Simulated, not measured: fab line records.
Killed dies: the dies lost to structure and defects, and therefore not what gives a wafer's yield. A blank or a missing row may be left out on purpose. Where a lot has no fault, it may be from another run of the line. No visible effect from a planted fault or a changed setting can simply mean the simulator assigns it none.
fab line records    flow sfq_line
record lots=15  wafers=42  last_day=81
route steps=325 shown R5@214 I5@235 I6@266
lots that met no fault: from a run of the same line without faults
start_h: hours from the record's first day to the start of the lot's first wafer shown    wait_h: hours from the lot's prior step to this one    " repeats the value in the row above    L1.1+2: several wafers, shown together as one row    - value missing, or start not given    * or withheld: withheld    < > ~ a bound
route shown NAME@n: a module of which the file shows steps, and the number in the route of the first    usual: mean/standard deviation taken from wafers without a fault    same: alike in all rows    chamber/n: place in a boat    sites: readings site by site    _std_site: how widely they spread, as a standard deviation    _edge_site: mean of outer sites minus mean of inner sites    radius_mm: how far each site lies from the wafer's centre    mask NAME#n: copy n    behind: the most recent tool/chamber to have shaped the wafer    hold: what put the lot on hold/how long, in hours/how the hold closed    device: the n, p or np transistor that did not switch    end of line: at the end of the route, the tests of the same wafers    a step given without rows: its recipe and nothing more    killed: count of dies lost to structure and defects at first sort (not the wafer's yield)    map: dies across one wafer; x = killed, . = not, _ = none there
set.NAME: the setting as run; set.NAME@STEP: as run at that earlier step    model.NAME: the simulator's own value behind a step, which no gauge read
steps of the route over a sample of lots; a table a step, a row a wafer
services: the hour from which a tool's chamber was out of use, counted from the record's first day as start_h (under 0 if before that day), plus the number of hours and why
## steps
# step SFQ_TRILAYER_R5_DEP_SPUTTER_134
# recipe material=Ti  base_pressure_pa=1.33e-06  target_thk_nm=5  power_w=2000  time_s=5  chamber_pressure_pa=0.4
# usual throttle_valve_pct=30.3/1.5
lot.wafer  tool            chamber  start_h  wait_h  throttle_valve_pct
L110.2     pvd_sputter-03  -        1037.16  0.0     32.2
L110.4     "               -        "        "       28.5
L110.6     "               -        "        "       27.9
L111.3     pvd_sputter-05  -        1040.16  0.0     30.0
L111.4     "               -        "        "       28.9
L111.5     "               -        "        "       29.9
L113.1     pvd_sputter-04  -        1080.28  0.0     31.0
L113.5     "               -        "        "       31.4
L114.3     pvd_sputter-04  -        1082.16  0.0     31.4
L114.5     "               -        "        "       31.4
L117.1     pvd_sputter-03  -        1094.16  0.0     32.2
L117.3     "               -        "        "       30.2
L122.2     pvd_sputter-04  -        1446.16  0.0     30.3
L122.3     "               -        "        "       31.1
L122.6     "               -        "        "       31.3
L123.1     pvd_sputter-03  -        1446.96  0.0     32.2
L123.3     "               -        "        "       27.9
L123.4     "               -        "        "       30.2
L124.1     pvd_sputter-05  -        1449.16  0.0     30.0
L124.2     "               -        "        "       32.8
L124.6     "               -        "        "       28.8
L126.2     pvd_sputter-05  -        1452.16  0.0     30.0
L126.5     "               -        "        "       30.3
L126.6     "               -        "        "       28.8
L127.1     pvd_sputter-03  -        1452.96  0.0     28.0
L127.5     "               -        "        "       30.6
L127.6     "               -        "        "       32.3
L128.1     pvd_sputter-05  -        1455.16  0.0     28.8
L128.3     "               -        "        "       32.7
L128.5     "               -        "        "       32.6
L129.2     pvd_sputter-03  -        1455.96  0.0     28.2
L129.3     "               -        "        "       32.2
L129.5     "               -        "        "       32.4
L130.2     pvd_sputter-05  -        1458.16  0.0     30.1
L130.4     "               -        "        "       32.7
L130.5     "               -        "        "       30.1
L132.1     pvd_sputter-04  -        1461.96  0.0     30.6
L132.4     "               -        "        "       31.9
L132.5     "               -        "        "       30.7
L133.2     pvd_sputter-05  -        1464.96  0.0     32.9
L133.4     "               -        "        "       30.2
L133.5     "               -        "        "       32.6
# step SFQ_I5_OVL_MEAS_936
# usual I5_OVL=1/5.6
lot.wafer  tool        chamber  start_h  wait_h  I5_OVL[nm]
L110.2     overlay-02  -        1232.85  0.1     3
L110.4     "           -        "        "       11
L110.6     "           -        "        "       9
L111.3     overlay-01  -        1236.46  0.1     5
L111.4     "           -        "        "       8
L111.5     "           -        "        "       1
L113.1     overlay-01  -        1240.04  0.1     17
L113.5     "           -        "        "       7
L114.3     overlay-02  -        1242.46  0.1     -3
L114.5     "           -        "        "       -5
L117.1     overlay-01  -        1253.24  0.1     4
L117.3     "           -        "        "       8
L122.2     overlay-01  -        1461.58  0.1     1
L122.3     "           -        "        "       -1
L122.6     "           -        "        "       -7
L123.1     overlay-02  -        1462.77  0.1     2
L123.3     "           -        "        "       3
L123.4     "           -        "        "       5
L124.1     overlay-01  -        1463.97  0.1     -2
L124.2     "           -        "        "       8
L124.6     "           -        "        "       7
L126.2     overlay-01  -        1632.32  0.1     -2
L126.5     "           -        "        "       1
L126.6     "           -        "        "       0
L127.1     overlay-01  -        1633.52  0.1     1
L127.5     "           -        "        "       13
L127.6     "           -        "        "       4
L128.1     overlay-01  -        1634.72  0.1     -2
L128.3     "           -        "        "       -4
L128.5     "           -        "        "       -1
L129.2     overlay-01  -        1635.92  0.1     3
L129.3     "           -        "        "       -1
L129.5     "           -        "        "       6
L130.2     overlay-01  -        1637.12  0.1     7
L130.4     "           -        "        "       8
L130.5     "           -        "        "       15
L132.1     overlay-01  -        1640.72  0.1     -6
L132.4     "           -        "        "       -2
L132.5     "           -        "        "       -1
L133.2     overlay-02  -        1645.62  0.1     4
L133.4     "           -        "        "       -2
L133.5     "           -        "        "       -4
# step SFQ_TRILAYER_I6_DEP_PECVD_165
# recipe material=SiO2  temp_c=150  time_s=111.11  pressure_torr=2.4  rf_w=183.3  precursor=SiH4/N2O  target_thk_nm=500
# usual heater_power_w=84/8.3  run_length_s=139.2/0.61  susceptor_temp_C=150.01/0.15  throttle_valve_pct=24.5/1.2
lot.wafer  tool      chamber  start_h  wait_h  heater_power_w  run_length_s  susceptor_temp_C  throttle_valve_pct
L110.2     pecvd-01  1        1363.72  0.0     88              138.8         149.95            25.3
L110.4     "         2        "        "       86              139.4         150.13            26.9
L110.6     "         1        "        "       87              139.0         149.89            25.3
L111.3     pecvd-01  2        1366.12  0.0     85              139.3         150.22            27.1
L111.4     "         2        "        "       89              139.7         150.23            27.4
L111.5     "         1        "        "       89              138.9         150.02            25.5
L113.1     pecvd-01  0        1369.70  0.0     85              117.0         -                 25.4
L113.5     "         1        "        "       91              116.1         -                 25.3
L114.3     pecvd-01  0        1372.10  0.0     76              139.6         150.23            25.1
L114.5     "         2        "        "       89              117.0         -                 27.2
L117.1     pecvd-01  1        1382.90  0.0     86              116.4         -                 25.1
L117.3     "         2        "        "       83              139.6         149.84            27.0
L122.2     pecvd-01  1        1477.65  0.0     77              138.5         149.95            25.3
L122.3     "         1        "        "       83              139.0         150.03            25.1
L122.6     "         1        "        "       84              139.6         150.17            25.3
L123.1     pecvd-04  1        1552.54  0.0     78              139.1         150.00            24.1
L123.3     "         0        "        "       89              137.9         149.96            23.4
L123.4     "         2        "        "       80              138.6         150.16            22.5
L124.1     pecvd-01  1        1554.94  0.0     82              138.9         150.08            25.2
L124.2     "         2        "        "       84              139.5         150.35            27.1
L124.6     "         0        "        "       78              139.6         150.09            25.1
L126.2     pecvd-04  1        1727.23  0.0     80              138.3         149.86            24.9
L126.5     "         1        "        "       65              139.1         149.98            24.8
L126.6     "         0        "        "       106             137.9         149.95            23.6
L127.1     pecvd-01  0        1728.39  0.0     92              139.7         150.27            23.5
L127.5     "         0        "        "       93              139.5         150.21            23.8
L127.6     "         2        "        "       86              139.8         149.99            23.7
L128.1     pecvd-03  1        1729.59  0.0     88              139.5         149.96            23.6
L128.3     "         0        "        "       90              138.2         149.66            25.5
L128.5     "         1        "        "       71              139.5         149.98            23.8
L129.2     pecvd-04  2        1730.79  0.0     86              138.8         150.28            23.0
L129.3     "         1        "        "       78              139.0         150.04            24.9
L129.5     "         2        "        "       85              138.5         149.98            23.3
L130.2     pecvd-01  2        1733.19  0.0     86              139.5         149.99            23.7
L130.4     "         1        "        "       98              138.8         150.07            22.7
L130.5     "         2        "        "       72              139.8         150.06            23.9
L132.1     pecvd-01  1        1735.59  0.0     99              139.1         149.75            22.4
L132.4     "         1        "        "       99              138.6         150.03            22.2
L132.5     "         0        "        "       95              139.6         149.91            23.5
L133.2     pecvd-04  2        1736.81  0.0     88              138.8         150.13            23.1
L133.4     "         1        "        "       65              138.7         150.24            25.4
L133.5     "         0        "        "       106             138.7         149.73            23.7
# step SFQ_TRILAYER_I6_CMP_CMP_166
# recipe material=SiO2  down_force_psi=3  platen_rpm=60  pad_velocity_m_s=0.94248
# usual motor_current_A=10.2/0.93  platen_rpm=60.00/0.035  slurry_filter_dp_kPa=13.51/0.12  time_to_endpoint_s=215/7.8
lot.wafer  tool    chamber  start_h  wait_h  motor_current_A  platen_rpm  slurry_filter_dp_kPa  time_to_endpoint_s
L110.2     cmp-02  3        1367.04  3.3     9.7              60.09       13.67                 200
L110.4     "       0        "        "       10.7             60.01       13.51                 211
L110.6     "       2        1368.54  4.7     9.5              60.02       13.77                 216
L111.4     cmp-01  1        1371.37  5.2     11.5             59.98       13.53                 222
L111.3     "       2        "        "       9.5              60.01       13.47                 200
L111.5     "       0        1372.87  6.7     11.5             59.98       13.44                 227
L113.1     cmp-02  3        1380.04  10.3    9.5              60.03       13.54                 132
L113.5     "       1        1381.04  11.3    9.1              59.96       13.35                 147
L114.3     cmp-02  0        1385.54  13.4    11.2             59.97       13.31                 213
L114.5     "       3        1387.04  14.9    10.1             59.97       13.52                 145
L117.3     cmp-02  0        1402.31  19.4    10.7             60.07       13.29                 213
L117.1     "       3        1403.81  20.9    10.6             60.04       13.47                 145
L122.2     cmp-02  1        1489.89  12.2    9.4              59.97       13.41                 212
L122.3     "       0        1491.39  13.7    10.7             59.94       13.57                 215
L122.6     "       2        1492.39  14.6    9.2              59.94       13.67                 221
L123.3     cmp-01  3        1553.12  0.5     11.1             59.99       13.30                 207
L123.1     "       0        "        "       11.6             60.01       13.27                 216
L123.4     "       1        "        "       11.9             60.01       13.52                 207
L124.2     cmp-01  2        1558.62  3.6     9.9              60.04       13.45                 204
L124.1     "       0        1559.62  4.6     11.6             59.98       13.65                 215
L124.6     "       2        1560.62  5.6     10.0             59.96       13.32                 208
L126.2     cmp-01  2        1735.07  7.8     9.7              60.05       13.61                 209
L126.6     "       2        1737.07  9.8     9.5              59.99       13.44                 220
L126.5     "       3        "        "       11.2             59.99       13.53                 219
L127.1     cmp-02  1        1737.58  9.2     8.4              60.02       13.63                 220
L127.5     "       0        1739.08  10.6    10.9             59.99       13.41                 226
L127.6     "       1        "        "       8.6              59.98       13.72                 232
L128.1     cmp-01  2        1738.57  8.9     9.8              60.00       13.49                 199
L128.3     "       3        "        "       11.2             59.94       13.67                 207
L128.5     "       2        1740.57  10.9    9.9              60.01       13.66                 203
L129.2     cmp-02  3        1740.58  9.8     9.9              59.98       13.54                 214
L129.3     "       0        "        "       11.6             60.06       13.76                 212
L129.5     "       3        1742.58  11.7    9.5              59.95       13.43                 210
L130.4     cmp-02  1        1743.08  9.8     8.6              59.90       13.35                 221
L130.2     "       0        1744.58  11.4    10.5             59.96       13.20                 211
L130.5     "       1        "        "       8.9              59.95       13.34                 224
L132.4     cmp-02  1        1749.24  13.6    9.5              59.96       13.49                 229
L132.1     "       0        1750.74  15.1    10.8             59.94       13.55                 209
L132.5     "       2        1751.74  16.1    10.1             60.01       13.28                 229
L133.2     cmp-01  0        1750.57  13.7    11.5             60.01       13.65                 215
L133.4     "       1        "        "       10.8             60.02       13.57                 229
L133.5     "       0        1752.57  15.7    11.4             60.01       13.45                 226
# step SFQ_TRILAYER_I6_VIA_STRIP_STRIP_173
# recipe gas=O2  power_w=200  platen_temp_c=40  overash_fraction=0.65  chemistry=O2  pressure_mtorr=50
# usual drypump_motor_current_A=5.81/0.22  oes_product_au=1.006/0.008
lot.wafer  tool          chamber  start_h  wait_h  drypump_motor_current_A  oes_product_au  rf_hours_counter_h
L110.2     rie_metal-01  1        1381.07  -       5.76                     1.012           91
L110.4     "             1        "        "       5.74                     0.995           -
L110.6     "             1        "        "       5.75                     0.998           -
L111.3     rie_metal-01  0        1384.87  -       5.80                     1.020           -
L111.4     "             1        "        "       5.71                     1.011           -
L111.5     "             0        "        "       5.77                     1.013           -
L113.1     rie_metal-01  1        1393.07  -       5.74                     1.007           92
L113.5     "             1        "        "       5.75                     1.010           -
L114.3     rie_metal-01  0        1486.09  -       5.76                     1.014           -
L114.5     "             1        "        "       5.74                     1.005           -
L117.1     rie_metal-04  1        1506.29  -       5.68                     1.001           84
L117.3     "             0        "        "       6.33                     1.012           -
L122.2     rie_metal-03  0        1525.40  -       5.56                     1.003           96
L122.3     "             1        "        "       6.29                     0.999           -
L122.6     "             0        "        "       5.55                     1.010           -
L123.1     rie_metal-04  1        1559.38  -       5.73                     0.996           91
L123.3     "             1        "        "       5.70                     1.002           -
L123.4     "             1        "        "       5.71                     0.996           -
L124.1     rie_metal-01  1        1597.41  -       5.73                     0.996           122
L124.2     "             0        "        "       5.79                     0.998           94
L124.6     "             0        "        "       5.80                     1.018           -
L126.2     rie_metal-04  0        1742.17  -       6.34                     1.002           25
L126.5     "             1        "        "       5.70                     0.997           -
L126.6     "             0        "        "       6.32                     0.998           -
L127.1     rie_metal-03  1        1743.84  -       6.32                     1.031           95
L127.5     "             1        "        "       6.29                     1.013           -
L127.6     "             0        "        "       5.55                     1.002           -
L128.1     rie_metal-01  0        1746.24  -       5.82                     1.013           121
L128.3     "             0        "        "       5.76                     1.019           -
L128.5     "             0        "        "       5.78                     1.017           -
L129.2     rie_metal-01  0        1751.14  -       5.76                     1.004           -
L129.3     "             0        "        "       5.79                     1.005           -
L129.5     "             0        "        "       5.79                     1.008           -
L130.2     rie_metal-04  1        1755.29  -       5.68                     1.005           121
L130.4     "             1        "        "       5.70                     1.000           -
L130.5     "             1        "        "       5.68                     1.002           -
L132.1     rie_metal-04  1        1761.29  -       5.72                     0.994           123
L132.4     "             1        "        "       5.72                     0.999           -
L132.5     "             1        "        "       5.70                     1.006           -
L133.2     rie_metal-04  1        1763.89  -       5.71                     1.011           -
L133.4     "             1        "        "       5.71                     0.999           -
L133.5     "             1        "        "       5.74                     1.008           -
## services
tool      chamber  start_h  hours  kind
pecvd-01  2        1114.35  4.7    repair
cmp-02    -        1189.89  4.5    repair
cmp-02    -        1191.83  1.5    repair
cmp-02    -        1213.80  5.4    repair
cmp-02    -        1229.82  1.4    repair
cmp-02    -        1244.15  5.0    pm
cmp-02    -        1253.39  6.7    pm
cmp-02    -        1260.08  4.0    pm
pecvd-01  -        1311.15  0.3    repair
cmp-02    -        1364.77  0.6    repair
cmp-02    -        1391.90  4.4    repair
cmp-02    -        1420.08  0.8    repair
pecvd-01  2        1430.76  13.2   repair
cmp-02    -        1436.23  1.8    repair
pecvd-01  0        1465.68  9.4    repair
pecvd-01  2        1474.22  6.3    repair
pecvd-01  -        1484.95  4.3    pm
pecvd-01  -        1493.85  6.0    pm
cmp-02    -        1543.68  1.2    repair
pecvd-01  0        1575.88  27.7   repair
pecvd-01  2        1587.10  12.7   repair
pecvd-01  1        1588.89  13.3   repair
pecvd-01  -        1686.25  14.0   pm
pecvd-01  -        1708.06  0.9    repair
## key
first_sign step=SFQ_TRILAYER_I6_DEP_PECVD_165  reading=run_length_s  direction=down  sigmas=37  usual=*  struck=*
effect step=SFQ_TRILAYER_I6_CMP_CMP_166  reading=time_to_endpoint_s  direction=down  sigmas=9.3  usual=*  struck=*
met_at SFQ_TRILAYER_I6_DEP_PECVD_165
struck_lots L113,L114,L117
struck_wafers L113.1,L113.5,L114.5,L117.1
not_acting_at SFQ_TRILAYER_R5_DEP_SPUTTER_134,SFQ_I5_OVL_MEAS_936,SFQ_TRILAYER_I6_VIA_STRIP_STRIP_173
onset_between 1366.12 1369.70
fault kind=process_parameter_drift  tool=pecvd-01  chamber=-  onset_h=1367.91  steps=SFQ_TRILAYER_I6_DEP_PECVD_165  channel=time_s  offset=*  shape=step  end_h=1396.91  scope=struck_wafers_only  acts_in=*  stated=*
